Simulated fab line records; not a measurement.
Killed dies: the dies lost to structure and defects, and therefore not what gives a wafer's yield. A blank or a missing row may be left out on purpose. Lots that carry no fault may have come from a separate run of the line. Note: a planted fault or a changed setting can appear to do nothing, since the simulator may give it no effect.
Code-filled problem report in 8D (eight disciplines) form | flow sky130 | the parts of the form that need people (team, actions taken, sign-off) are left out

## 1. WHAT WENT WRONG
Wafers without a fault read 43, standard deviation 5.9; killed_at_M0_to_M3 at SKY_PAD_OPEN_PROBE_99 reads a mean of 103 on 3 wafers belonging to 2 lots. That is +10 standard deviations from the usual mean.
First seen on wafer L894.1, day 49 05:42, on prober-01. Wafers with a number at this step in the record: 19, from 7 lots. By rule, "out" or "out of limits" means more than 4 standard deviations away from the usual mean. The rest of the wafers with a number are treated as sound.

## 2. WHAT IT IS AND WHAT IT IS NOT
question                    | is                                                                                                                     | is not
which readings at this step | killed_at_M0_to_M3, defectLimitedYield, killedDies, sort_bin_3_pad_short, sort_bin_5_function, sortNPass, sortYieldPct | killed_at_M4_up, killedAtFrontEnd, killedAtOther, killedOnRim, killedOpen, killedShort, sort_bin_6_memory
which lots                  | L894, L896                                                                                                             | L885, L886, L888, L889, L890
which wafers of those lots  | L894.1, L896.1, L896.6                                                                                                 | L894.2, L894.3, L896.5
read on which tools         | prober-01                                                                                                              | prober-02
when                        | from day 49 05:42                                                                                                      | up to then (13 sound wafers); but 3 sound wafers of L894, L896 came after

## 3. THE SUSPECTS, EACH WITH WHAT RULES IT OUT
Counting: if a tool at a process step up to the reading ran every lot that is out, it stays a suspect. Sound lots after the first of them don't rule it out here, since some wafers of a struck lot are sound.
- plasmaAsher-01 at SKY_METAL1_STRIP_20 (strips in O2/N2): kept. It ran every lot that is out, first L894 (day 37 11:28); its last sound lot up to then is L890 (day 35 13:58).
- prober-01 at SKY_PAD_OPEN_PROBE_99: kept. It ran every lot that is out, first L894 (day 49 05:42); its last sound lot up to then is L890 (day 47 22:02). On those wafers its own readings are out: defectLimitedYield, killed_at_M0_to_M3, killedDies, sort_bin_3_pad_short, sort_bin_5_function, sortNPass, sortYieldPct.
- Within plasmaAsher-01 at SKY_METAL1_STRIP_20: the wafers that are out ran in chamber 0; their sound lot-mates ran in chamber 1.
After counting, plasmaAsher-01 at SKY_METAL1_STRIP_20 and prober-01 at SKY_PAD_OPEN_PROBE_99 remain.

## 4. THE CAUSE (what the simulator had put in)
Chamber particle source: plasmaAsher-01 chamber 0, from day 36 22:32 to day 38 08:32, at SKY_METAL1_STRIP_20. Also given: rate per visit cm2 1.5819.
This tool is one of the 2 suspects left after counting.

## 5. SEQUENCE OF EFFECTS, ordered by route
Each row: a reading where the mean over the struck wafers with a number is more than 3 standard deviations away from the usual. Only readings whose record carries a usual standard deviation are examined. hours: median over the lots of the time between each lot's start at the first step of this table that gives one and its start at this step. sigmas: the change, counted in usual standard deviations.
hours | step                  | reading              | usual  | on struck wafers | change | sigmas
0     | SKY_PAD_OPEN_PROBE_99 | defectLimitedYield   | 82.5 % | 70.5             | -12.0  | -6.7
0     | SKY_PAD_OPEN_PROBE_99 | killed_at_M0_to_M3   | 43     | 103              | +60    | +10
0     | SKY_PAD_OPEN_PROBE_99 | killedDies           | 86     | 145              | +59    | +6.6
0     | SKY_PAD_OPEN_PROBE_99 | sort_bin_3_pad_short | 0.9 %  | 5.2              | +4.3   | +9.5
0     | SKY_PAD_OPEN_PROBE_99 | sort_bin_5_function  | 10.3 % | 17.2             | +6.9   | +5.0
0     | SKY_PAD_OPEN_PROBE_99 | sortNPass            | 406    | 347              | -59    | -6.6
0     | SKY_PAD_OPEN_PROBE_99 | sortYieldPct         | 82.5 % | 70.5             | -12.0  | -6.7
It contains these process steps:
- SKY_PAD_OPEN_PROBE_99

## 6. HOW IT WOULD HAVE BEEN CAUGHT EARLIER
In this record no reading fell out of limits until day 49 05:42, 295 hours after the fault had begun at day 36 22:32.
Of the tool readings at SKY_METAL1_STRIP_20 for which the record gives a usual standard deviation, none was out on any struck wafer, so an alarm limit of 4 standard deviations on them would not have fired.
By day 49 05:42 the whole set of lots that are out, 2 in number, had already begun SKY_METAL1_STRIP_20 on plasmaAsher-01. Tool hold at that time: it would have spared none of them.
